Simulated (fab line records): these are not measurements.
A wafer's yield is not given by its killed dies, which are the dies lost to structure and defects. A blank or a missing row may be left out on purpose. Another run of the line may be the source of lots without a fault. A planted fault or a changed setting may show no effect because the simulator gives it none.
Commonality check across tools | flow gf180mcu | Sample size 14 lots and 42 wafers

== WHY IT WAS OPENED ==
Of 14 lots, 2 have the reading VT_IMPLANT_4_TW flagged at GF_VT_IMPLANT_TW_MEAS_43. No-fault wafers: 693, standard deviation 5.5.
Rule: a lot gets a flag if all its wafers with a number sit over 4 standard deviations from that mean, or if no wafer of it has a number. The rest of the lots are taken to be sound.

lot  | measured     | on            | VT_IMPLANT_4_TW, wafer by wafer | flag
L357 | day 8 09:32  | film-metro-02 | 698 693 698                     |
L358 | day 8 20:18  | film-metro-01 | 699 699 700                     |
L360 | day 8 22:44  | film-metro-01 | 697 703 700                     |
L362 | day 9 10:19  | film-metro-04 | 686 690 688                     |
L364 | day 9 22:07  | film-metro-04 | 695 690 689                     |
L363 | day 10 00:19 | film-metro-02 | 696 698 696                     |
L367 | day 10 14:59 | film-metro-04 | 688 692 687                     |
L369 | day 11 03:35 | film-metro-01 | 657 654 655                     | FLAGGED
L370 | day 11 08:40 | film-metro-02 | 695 696 703                     |
L372 | day 11 23:17 | film-metro-04 | 657 653 651                     | FLAGGED
L374 | day 12 08:19 | film-metro-04 | 690 691 684                     |
L376 | day 13 00:14 | film-metro-01 | 695 699 695                     |
L377 | day 13 06:53 | film-metro-02 | 702 698 700                     |
L378 | day 13 11:14 | film-metro-04 | 683 690 689                     |
On average the flagged lots' numbers are 654, which is -38 against the usual, or -7 standard deviations.

== TOOL THAT RAN EACH LOT ==
The record holds 1 process step before the reading, out of a route of 602 steps. Cell contents, in order: the tool; ch with the chambers the sampled wafers went through; the start.
lot  | flag    | GF_VT_IMPLANT_IMPLANT_41
L357 |         | implanter-01 ch 0, day 8 09:18
L358 |         | implanter-03 ch 0, day 8 20:05
L360 |         | implanter-03 ch 0, day 8 22:29
L362 |         | implanter-03 ch 0, day 9 10:04
L364 |         | implanter-01 ch 0, day 9 21:52
L363 |         | implanter-01 ch 0, day 10 00:04
L367 |         | implanter-03 ch 0, day 10 14:45
L369 | FLAGGED | implanter-01 ch 0, day 11 03:21
L370 |         | implanter-04 ch 0, day 11 08:25
L372 | FLAGGED | implanter-01 ch 0, day 11 23:03
L374 |         | implanter-04 ch 0, day 12 08:04
L376 |         | implanter-03 ch 0, day 13 00:00
L377 |         | implanter-03 ch 0, day 13 06:40
L378 |         | implanter-04 ch 0, day 13 11:00
What the steps here do:
- GF_VT_IMPLANT_IMPLANT_41
- GF_VT_IMPLANT_TW_MEAS_43

== FLAGGED OVER TOTAL, TOOL BY TOOL (the gauges that took the reading come last) ==
step                     | tool          | lots run | flagged | share of the flagged lots | sound lots run after its first flagged lot
GF_VT_IMPLANT_IMPLANT_41 | implanter-01  | 5        | 2       | all                       | 0
GF_VT_IMPLANT_IMPLANT_41 | implanter-03  | 6        | 0       | none                      | -
GF_VT_IMPLANT_IMPLANT_41 | implanter-04  | 3        | 0       | none                      | -
GF_VT_IMPLANT_TW_MEAS_43 | film-metro-01 | 4        | 1       | some                      | 1 (L376)
GF_VT_IMPLANT_TW_MEAS_43 | film-metro-02 | 4        | 0       | none                      | -
GF_VT_IMPLANT_TW_MEAS_43 | film-metro-04 | 6        | 1       | some                      | 2 (L374,L378)

== WHAT IS ALLOWED BY THE TABLE ==
In the table, 1 row covers all flagged lots: implanter-01 at GF_VT_IMPLANT_IMPLANT_41.
- implanter-01 at GF_VT_IMPLANT_IMPLANT_41 ran 5 lots, 2 of them flagged. It ran its last sound lot, L363, at day 10 00:04 and its first flagged lot, L369, at day 11 03:21: a fault with its onset between the two fits. Its own readings (dose-ions-cm2, faraday-current-uA) fall more than 4 standard deviations out on all wafers of the flagged lots.
One tool is left: implanter-01 at GF_VT_IMPLANT_IMPLANT_41.

== WHAT THE SIMULATOR HAD INSERTED ==
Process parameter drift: implanter-01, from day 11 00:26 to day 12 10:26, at GF_VT_IMPLANT_IMPLANT_41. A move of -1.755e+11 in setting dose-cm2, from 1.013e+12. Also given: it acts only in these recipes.
Lots struck among those shown: L369, L372. The same result came from the rule above.
